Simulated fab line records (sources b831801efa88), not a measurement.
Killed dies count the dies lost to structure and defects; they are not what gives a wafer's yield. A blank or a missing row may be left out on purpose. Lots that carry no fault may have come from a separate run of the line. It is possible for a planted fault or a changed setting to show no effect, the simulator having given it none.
A struck lot beside a sound one -- flow sky130 -- 43 steps out of a route of 708
Sound: these wafers, L382.1, L382.3, L382.5. Struck: wafer L396.2 (L396.5, L396.6, from the same lot, were not struck and are left out); the cause is given at the end.
For every step that has rows: the tool of each side, followed by ch and its chambers, followed by its first start. Under that, the readings that differ: sound wafers -- struck wafers -- difference of the means -- sigmas: that difference in standard deviations of wafers without a fault.
alike: readings whose means differ by less than 2 such deviations, and words and numbers that are the same on both sides. not compared: withheld readings, readings that some wafer has no value for, bounds like >300 that may hide the same value, and numbers for which the record gives no deviation and whose values overlap.
A row with sigmas, a row that says differs or no value, or rows on one side alone: a step with any of these is where the two part. Numbers that don't overlap but have no deviation are shown without sigmas and don't part them. A reading that every wafer of one side lacks parts them only if that side has two wafers or more.

first, 5 steps without rows for these wafers: SKY_VIA3_ETCH_15 (etches SiO2 in C4F8/O2/Ar, stops on TiN, target depth 507 nm, time 78 s); SKY_VIA3_STRIP_16 (strips in O2/N2); SKY_VIA3_STRIP_17 (strips in post etch residue remover, time 1200 s); SKY_VIA3_CLEAN_18 (cleans in IPA, time 180 s); SKY_VIA3_CLEAN_19 (cleans in O3/DIW).
SKY_VIA3_SPUTTER_20: material TiN, target thk 20 nm, time 80 s.
  struck on pvdSputter-03, day 45 13:11; sound on pvdSputter-03, day 41 02:08
  alike: cathodeDcPowerW, throttleValvePct
SKY_VIA3_CVD_21: deposits W, target thk 390 nm, time 117.31 s.
  sound on cvdW-01 ch 0,1, day 41 02:12; struck on cvdW-01 ch 1, day 45 13:15
reading,sound,struck,difference,sigmas
susceptorTempC (C),400.27 399.76 400.17,399.51,-0.56,-3
  alike: heaterPowerW
SKY_VIA3_RS_MEAS_22: the measuring method here is four-point-probe.
  struck on filmMetro-01, day 45 13:23; sound on filmMetro-03, day 41 02:19
  alike: VIA3_W_RS
SKY_VIA3_THK_MEAS_23: measures by xrf.
  struck on filmMetro-01, day 45 13:30; sound on filmMetro-03, day 41 02:26
  alike: VIA3_W_THK
SKY_VIA3_CMP_24: polishes, stops on SiO2, t overpolish 20 s, target thk 0 nm.
  sound on cmp-01 ch 0,3, day 41 02:30; struck on cmp-01 ch 3, day 45 13:36
  alike: motorCurrentA, overpolishRunS, timeToEndpointS
then, 2 steps without rows for these wafers: SKY_METAL4_SPUTTER_00 (material Ti, target thk 15 nm, time 10 s); SKY_METAL4_SPUTTER_01 (material TiN, target thk 20 nm, time 16.7 s).
SKY_METAL4_SPUTTER_02: material AlCu, target thk 735 nm, time 39.1 s.
  struck on pvdSputter-04, day 45 13:54; sound on pvdSputter-04, day 41 02:51
reading,sound,struck,difference,sigmas
model.AlCu_of_METAL4_SPUTTER_02.thkNm (nm),726.4 746 742.2,964.5,+226.3,
  alike: cathodeDcPowerW, throttleValvePct
then, 3 steps without rows for these wafers: SKY_METAL4_SPUTTER_03 (material Ti, target thk 5 nm, time 3.3 s); SKY_METAL4_SPUTTER_04 (material TiN, target thk 70 nm, time 58.3 s); SKY_CAP2M_CVD_00 (deposits SiO2, target thk 15.5 nm).
SKY_CAP2M_THK_MEAS_01:
  struck on filmMetro-03, day 45 14:03; sound on filmMetro-01, day 41 02:59
  alike: CAP2M_CVD_00_THK
SKY_CAP2M_SPUTTER_02: material TiN, target thk 200 nm, time 166.7 s.
  struck on pvdSputter-01, day 45 14:06; sound on pvdSputter-01, day 41 03:02
  alike: cathodeDcPowerW, susceptorTempC, throttleValvePct
SKY_CAP2M_RS_MEAS_03: the measuring method here is four-point-probe.
  struck on filmMetro-04, day 45 14:14; sound on filmMetro-03, day 41 03:09
  alike: CAP2M_TIN_RS
SKY_CAP2M_THK_MEAS_04: measures by xrf.
  struck on filmMetro-04, day 45 14:20; sound on filmMetro-03, day 41 03:16
  alike: CAP2M_TIN_THK
then, 7 steps without rows for these wafers: SKY_CAP2M_DEHYDRATE_05 (time 60 s); SKY_CAP2M_HMDS_06 (prime time 60 s); SKY_CAP2M_COAT_07 (resist thk 1140 nm); SKY_CAP2M_SOFTBAKE_08 (time 60 s); SKY_CAP2M_EXPOSE_09 (exposes mask CAP2M, target cd 1000 nm); SKY_CAP2M_PEB_10; SKY_CAP2M_DEVELOP_11 (develop time 60 s).
SKY_CAP2M_OVL_MEAS_12:
  struck on overlay-02, day 46 10:40; sound on overlay-01, day 42 02:43
  alike: CAP2M_OVL
SKY_CAP2M_METAL_ETCH_13: etches TiN in Cl2/BCl3, stops on SiO2, target depth 220 nm, time 62.9 s.
  sound on rieMetal-02 ch 0, day 42 02:45; struck on rieMetal-04 ch 0, day 46 10:42
  alike: bcl3FlowSccm, drypumpMotorCurrentA, heBacksideLeakSccm, oesProductAu, throttleValvePct
  not compared: rfHoursCounterH
then, 12 steps without rows for these wafers: SKY_CAP2M_STRIP_14 (strips in O2/N2); SKY_CAP2M_STRIP_15 (strips in post etch residue remover, time 1200 s); SKY_CAP2M_CLEAN_16 (cleans in IPA, time 180 s); SKY_CAP2M_CLEAN_17 (cleans in O3/DIW); SKY_METAL4_DEHYDRATE_05 (time 60 s); SKY_METAL4_HMDS_06 (prime time 60 s); SKY_METAL4_COAT_07 (resist thk 60 nm); SKY_METAL4_COAT_08 (resist thk 1140 nm); SKY_METAL4_SOFTBAKE_09 (time 90 s); SKY_METAL4_EXPOSE_10 (exposes mask MM4, target cd 300 nm); SKY_METAL4_PEB_11; SKY_METAL4_DEVELOP_12 (develop time 60 s).
SKY_METAL4_CD_MEAS_13: the cd target is 300 nm.
  struck on cdSem-01, day 47 07:27; sound on cdSem-02, day 43 02:35
  alike: cdNm
SKY_METAL4_METAL_ETCH_18: etches the open film in Cl2/BCl3, stops on SiO2, target depth 845 nm, time 183.1 s.
  sound on rieMetal-01 ch 1, day 43 02:53; struck on rieMetal-01 ch 0, day 47 07:44
reading,sound,struck,difference,sigmas
oesProductAu (a.u.),0.858 0.861 0.867,0.985,+0.123,+17
  alike: bcl3FlowSccm, drypumpMotorCurrentA, heBacksideLeakSccm, throttleValvePct
  not compared: rfHoursCounterH

WHERE THEY PART
Earliest at SKY_VIA3_CVD_21; latest, in this record, at SKY_METAL4_METAL_ETCH_18.

WHY: what the simulator had put in
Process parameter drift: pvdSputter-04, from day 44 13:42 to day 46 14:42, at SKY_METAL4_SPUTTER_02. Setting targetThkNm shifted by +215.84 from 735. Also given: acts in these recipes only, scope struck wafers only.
